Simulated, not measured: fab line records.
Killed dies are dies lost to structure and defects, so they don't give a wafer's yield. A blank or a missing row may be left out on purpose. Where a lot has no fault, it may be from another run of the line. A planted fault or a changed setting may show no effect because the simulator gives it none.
Split-lot trial ; flow sky130 ; route with 708 steps; 5 lots, 23 wafers read

## ABOUT THE SPLIT
At SKY_METAL3_SPUTTER_04 (material TiN, target thk 70 nm, time 58.3 s), the setting timeS was moved away from the recipe's 58.3 s on 10 of the 23 wafers read, by -14.4% to +6.2%. For the rest of the wafers, this setting stayed at what the recipe calls for.

## FROM THE SPLIT TO THE READING: what the file shows between them, 4 steps
- SKY_CAPM_SPUTTER_02: material TiN, target thk 200 nm, time 166.7 s (also split here: timeS)
- SKY_CAPM_RS_MEAS_03: measures by four-point-probe
- SKY_CAPM_THK_MEAS_04: measures by xrf
- SKY_CAPM_METAL_ETCH_13: etches TiN in Cl2/BCl3, stops on SiO2, target depth 220 nm, time 62.9 s (also split here: timeS)

## THE READING
TiN_of_METAL3_SPUTTER_04.thkNm (the simulator's own value, which no gauge read), in nm, at SKY_METAL3_ETCH_17 (etches SiO2 in C4F8/O2/Ar, stops on TiN, time 3.9 s, target depth 15 nm). The file does not state a usual value for it. The 13 wafers here that ran the recipe average 69.97 nm, standard deviation 0.85 nm.

wafer;tool, chamber at the split;timeS as run, s;against the recipe;TiN_of_METAL3_SPUTTER_04.thkNm, nm;against lot-mates on the recipe
L077.1;pvdSputter-03, -;54.36;-6.8%;64.09;-4.76
L077.2;pvdSputter-03, -;58.3;recipe;68.56;-
L077.3;pvdSputter-03, -;54.36;-6.8%;65.18;-3.67
L077.5;pvdSputter-03, -;58.3;recipe;69.14;-
L077.6;pvdSputter-03, -;54.36;-6.8%;65.5;-3.35
L080.2;pvdSputter-02, -;58.3;recipe;70.36;-
L080.4;pvdSputter-02, -;58.3;recipe;70.91;-
L080.5;pvdSputter-02, -;58.3;recipe;70.19;-
L082.1;pvdSputter-04, -;58.3;recipe;70.93;-
L082.3;pvdSputter-04, -;49.91;-14.4%;60.38;-10.73
L082.4;pvdSputter-04, -;49.91;-14.4%;60.56;-10.55
L082.5;pvdSputter-04, -;58.3;recipe;71.29;-
L082.6;pvdSputter-04, -;49.91;-14.4%;60.57;-10.54
L084.1;pvdSputter-03, -;58.3;recipe;71;-
L084.2;pvdSputter-03, -;51.22;-12.1%;61.34;-8.85
L084.3;pvdSputter-03, -;58.3;recipe;69.58;-
L084.5;pvdSputter-03, -;58.3;recipe;69.98;-
L084.6;pvdSputter-03, -;51.22;-12.1%;61.71;-8.48
L085.1;pvdSputter-02, -;58.3;recipe;69.11;-
L085.2;pvdSputter-02, -;61.94;+6.2%;73.37;+4.17
L085.3;pvdSputter-02, -;58.3;recipe;69.37;-
L085.4;pvdSputter-02, -;58.3;recipe;69.13;-
L085.5;pvdSputter-02, -;61.94;+6.2%;73.17;+3.97

FIT RESULTS
A straight line over all 23 wafers: TiN_of_METAL3_SPUTTER_04.thkNm changes by +0.656 nm for each +1% of timeS; r = +0.98; the points scatter about the line by 0.77 nm.
The same after taking each lot's own level away (the mean of its wafers on the recipe; 23 wafers): +0.707 nm for each +1%; r = +0.99; scatter 0.53 nm.
The reading moves by 10 nm for the largest change in timeS, on that fit.
The span of the lots' own levels, 68.850 to 71.110 nm, comes to 2.7 times the standard deviation stated above.
Hence the lot-to-lot level has little effect on the slope; both slopes agree.
Check: for one of the wafers moved furthest among these (-14.4%), held out of the fit, the line's prediction against its lot-mates is -10 nm. It came out at -10.7 nm against them.

## ADDITIONAL SPLITS CARRIED BY THESE WAFERS
Note: prior to the reading, these wafers also went through further splits. Each is held against what the fit with the lots' levels taken away leaves over:
other split on the same wafers;wafers away from the commonest value;r with TiN_of_METAL3_SPUTTER_04.thkNm (lot level and that fit taken away)
SKY_VIA2_HDPCVD_00 timeS;6;-0.42
SKY_VIA2_CVD_21 tempC;10;-0.18
SKY_CAPM_SPUTTER_02 timeS;6;-0.24
SKY_CAPM_METAL_ETCH_13 timeS;5;+0.11

## THE WHOLE CHAIN: every reading that the file lists as answering this split, in the file's order
step;what it does;reading;change (the file's fit);r (the file's)
SKY_METAL3_SPUTTER_04;material TiN, target thk 70 nm, time 58.3 s;TiN_of_METAL3_SPUTTER_04.thkNm (the simulator's own value, which no gauge read);+0.704 nm for each +1% of the setting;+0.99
SKY_METAL3_ETCH_17;etches SiO2 in C4F8/O2/Ar, stops on TiN, time 3.9 s, target depth 15 nm;TiN_of_METAL3_SPUTTER_04.thkNm (the simulator's own value, which no gauge read);+0.706 nm for each +1% of the setting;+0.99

## THE FILE'S OWN FIT
TiN_of_METAL3_SPUTTER_04.thkNm changes by +0.706 nm for each +1% of timeS, r = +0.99.
